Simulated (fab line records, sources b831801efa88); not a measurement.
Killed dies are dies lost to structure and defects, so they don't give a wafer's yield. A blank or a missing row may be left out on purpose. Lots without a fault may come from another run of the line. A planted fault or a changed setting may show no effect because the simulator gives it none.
A struck lot beside a sound one | flow sky130 | 44 steps out of a route of 708
Sound: wafers L492.2, L492.3, L492.4. Struck: wafer L494.2. (L494.3, L494.4 of the same lot were not struck and are left out.) The cause comes at the end.
At each step with rows: each side's tool, then ch and its chambers, then its first start. Under that, the readings that differ: sound wafers | struck wafers | difference of the means | sigmas: that difference in standard deviations of wafers without a fault.
alike: readings whose means differ by less than 2 such deviations, and words and numbers that are the same on both sides. not compared: withheld readings, readings that some wafer has no value for, bounds like >300 that may hide the same value, and numbers for which the record gives no deviation and whose values overlap.
The two part at a step that has a row with sigmas, a row that says differs or no value, or rows on one side only. Numbers that don't overlap but have no deviation are shown without sigmas and don't part them. A reading that every wafer of one side lacks parts them only if that side has two wafers or more.

SKY_LOCAL_INTERCONNECT_CD_MEAS_11: target cd 170 nm.
  sound on cd_sem-01, day 30 23:13; struck on cd_sem-01, day 31 06:04
  alike: cd_nm
SKY_LOCAL_INTERCONNECT_OVL_MEAS_12:
  sound on overlay-01, day 30 23:20; struck on overlay-02, day 31 06:11
  alike: LOCAL_INTERCONNECT_OVL
SKY_LOCAL_INTERCONNECT_ETCH_13: etches BARC in N2/H2, stops on SiO2, time 45.9 s, target depth 60 nm.
  sound on rie_metal-04 ch 0,1, day 30 23:22; struck on rie_metal-02 ch 0, day 31 06:14
  alike: chamber_pressure_mTorr, drypump_motor_current_A, he_backside_leak_sccm, oes_product_au, throttle_valve_pct
  not compared: rf_hours_counter_h
then, 6 steps without rows for these wafers: SKY_LOCAL_INTERCONNECT_METAL_ETCH_14 (etches TiN in Cl2/BCl3, stops on PSG, target depth 110 nm, time 31.4 s); SKY_LOCAL_INTERCONNECT_STRIP_15 (strips in O2/N2); SKY_LOCAL_INTERCONNECT_STRIP_16 (strips in post etch residue remover, time 1200 s); SKY_LOCAL_INTERCONNECT_CLEAN_17 (cleans in IPA, time 180 s); SKY_LOCAL_INTERCONNECT_CLEAN_18 (cleans in O3/DIW); SKY_CONTACT_CVD_00 (deposits Si3N4, target thk 75 nm).
SKY_CONTACT_THK_MEAS_01:
  sound on film_metro-04, day 31 00:07; struck on film_metro-04, day 31 07:07
  alike: CONTACT_CVD_00_THK
then, 1 step without rows for these wafers: SKY_CONTACT_HDPCVD_02 (deposits SiO2, target thk 565 nm, time 94.2 s).
SKY_CONTACT_THK_MEAS_03:
  sound on film_metro-02, day 31 00:15; struck on film_metro-02, day 31 07:15
  reading                 | sound       | struck | difference | sigmas
  CONTACT_HDPCVD_THK (nm) | 565 566 564 | 548    | -17        | -3
SKY_CONTACT_CMP_04: polishes SiO2.
  sound on cmp-01 ch 1,2,3, day 31 00:18; struck on cmp-02 ch 2, day 31 07:18
  reading                                     | sound             | struck | difference | sigmas
  model.SiO2_of_CONTACT_HDPCVD_02.thk_nm (nm) | 339.2 343.4 339.4 | 302.3  | -38.4      |
  alike: motor_current_A, time_to_endpoint_s
SKY_CONTACT_BOW_MEAS_05:
  sound on film_metro-04, day 31 00:37; struck on film_metro-04, day 31 07:37
  alike: CONTACT_BOW
then, 8 steps without rows for these wafers: SKY_CONTACT_DEHYDRATE_06 (time 60 s); SKY_CONTACT_HMDS_07 (prime time 60 s); SKY_CONTACT_COAT_08 (resist thk 60 nm); SKY_CONTACT_COAT_09 (resist thk 446 nm); SKY_CONTACT_SOFTBAKE_10 (time 90 s); SKY_CONTACT_EXPOSE_11 (exposes mask CTM1, target cd 170 nm); SKY_CONTACT_PEB_12; SKY_CONTACT_DEVELOP_13 (develop time 60 s).
SKY_CONTACT_CD_MEAS_14: target cd 170 nm.
  sound on cd_sem-02, day 32 03:46; struck on cd_sem-02, day 32 11:10
  reading    | sound             | struck | difference | sigmas
  cd_nm (nm) | 169.1 167.6 168.7 | 171.1  | +2.6       | +2
SKY_CONTACT_OVL_MEAS_15:
  sound on overlay-01, day 32 03:53; struck on overlay-01, day 32 11:17
  alike: CONTACT_OVL
then, 1 step without rows for these wafers: SKY_CONTACT_ETCH_16 (etches BARC in N2/H2, stops on SiO2, time 45.9 s, target depth 60 nm).
SKY_CONTACT_ETCH_17: etches SiO2 in C4F8/O2/Ar, stops on Si3N4, target depth 340 nm.
  sound on rie_diel-04 ch 0,1,3, day 32 03:57; struck on rie_diel-03 ch 0, day 32 11:21
  reading                             | sound             | struck | difference | sigmas
  oes_product_au (a.u.)               | 0.887 0.894 0.891 | 0.838  | -0.053     | -11
  model.etch.depth_nm (nm)            | 339.2 343.4 339.4 | 302.3  | -38.4      |
  model.CONTACT.feature_depth_nm (nm) | 339.2 343.4 339.4 | 302.3  | -38.4      |
  alike: chamber_pressure_mTorr
SKY_CONTACT_ETCH_18: etches Si3N4 in CHF3/O2, stops on TiN, time 39 s, target depth 75 nm.
  sound on rie_diel-04 ch 0,1,3; struck on rie_diel-03 ch 0
  reading                | sound | struck | difference | sigmas
  rf_hours_counter_h (h) | 9 5 7 | 17     | +10        |
  alike: chamber_pressure_mTorr, drypump_motor_current_A, oes_product_au, throttle_valve_pct
then, 5 steps without rows for these wafers: SKY_CONTACT_STRIP_19 (strips in O2/N2); SKY_CONTACT_STRIP_20 (strips in post etch residue remover, time 1200 s); SKY_CONTACT_CLEAN_21 (cleans in IPA, time 180 s); SKY_CONTACT_CLEAN_22 (cleans in O3/DIW); SKY_CONTACT_SPUTTER_23 (material TiN, target thk 20 nm, time 80 s).
SKY_CONTACT_CVD_24: deposits W, target thk 340 nm, time 102.12 s.
  sound on cvd_w-02 ch 0,1, day 32 04:41; struck on cvd_w-02 ch 0, day 32 12:05
  alike: heater_power_w
SKY_CONTACT_RS_MEAS_25: measures by four-point-probe.
  sound on film_metro-02, day 32 04:49; struck on film_metro-04, day 32 12:13
  alike: CONTACT_W_RS
SKY_CONTACT_THK_MEAS_26: measures by xrf.
  sound on film_metro-02, day 32 04:56; struck on film_metro-04, day 32 12:20
  alike: CONTACT_W_THK
then, 4 steps without rows for these wafers: SKY_CONTACT_CMP_27 (polishes, stops on SiO2, t overpolish 15 s, target thk 0 nm); SKY_METAL1_SPUTTER_00 (material Ti, target thk 15 nm, time 10 s); SKY_METAL1_SPUTTER_01 (material TiN, target thk 20 nm, time 16.7 s); SKY_METAL1_SPUTTER_02 (material AlCu, target thk 250 nm, time 13.3 s).
SKY_METAL1_SPUTTER_03: material Ti, target thk 5 nm, time 3.3 s.
  sound on pvd_sputter-03, day 32 05:26; struck on pvd_sputter-02, day 32 12:50
  reading                | sound          | struck | difference | sigmas
  throttle_valve_pct (%) | 29.3 28.0 29.6 | 32.1   | +3.1       | +3
SKY_METAL1_SPUTTER_04: material TiN, target thk 70 nm, time 58.3 s.
  sound on pvd_sputter-03, day 32 05:28; struck on pvd_sputter-02, day 32 12:52
  reading                | sound          | struck | difference | sigmas
  throttle_valve_pct (%) | 29.4 28.2 29.6 | 32.0   | +2.9       | +2
SKY_METAL1_RS_MEAS_05: measures by four-point-probe.
  sound on film_metro-03, day 32 05:32; struck on film_metro-03, day 32 12:56
  alike: METAL1_ALCU_RS
SKY_METAL1_METAL_ETCH_19: etches the open film in Cl2/BCl3, stops on SiO2, target depth 360 nm, time 78 s.
  sound on rie_metal-02 ch 0,1, day 33 08:57; struck on rie_metal-01 ch 0, day 33 16:36
  reading                                     | sound             | struck | difference | sigmas
  model.SiO2_of_CONTACT_HDPCVD_02.thk_nm (nm) | 325.7 329.8 325.9 | 288.2  | -38.9      |
  alike: chamber_pressure_mTorr, drypump_motor_current_A, he_backside_leak_sccm, oes_product_au, throttle_valve_pct
  not compared: rf_hours_counter_h
-- the record jumps here: 13 days lie between the struck wafers' starts before and after (it left off in module METAL1 and takes up again in module PAD_OPEN, whose first step shown is number 708 of the route) --
SKY_PAD_OPEN_PROBE_99:
  sound on prober-01, day 46 03:17; struck on prober-01, day 46 09:40
  reading         | sound | struck | difference | sigmas
  killed_at_M4_up | 4 2 7 | 0      | -4         | -2
  killed_at_other | 0 0 0 | 1      | +1         | +2
  alike: killed_at_M0_to_M3, killed_at_contacts, killed_at_front_end, killed_dies, killed_open, killed_short

WHERE THEY PART
First at SKY_CONTACT_THK_MEAS_03; last, within this record, at SKY_PAD_OPEN_PROBE_99.

WHY: what the simulator had put in
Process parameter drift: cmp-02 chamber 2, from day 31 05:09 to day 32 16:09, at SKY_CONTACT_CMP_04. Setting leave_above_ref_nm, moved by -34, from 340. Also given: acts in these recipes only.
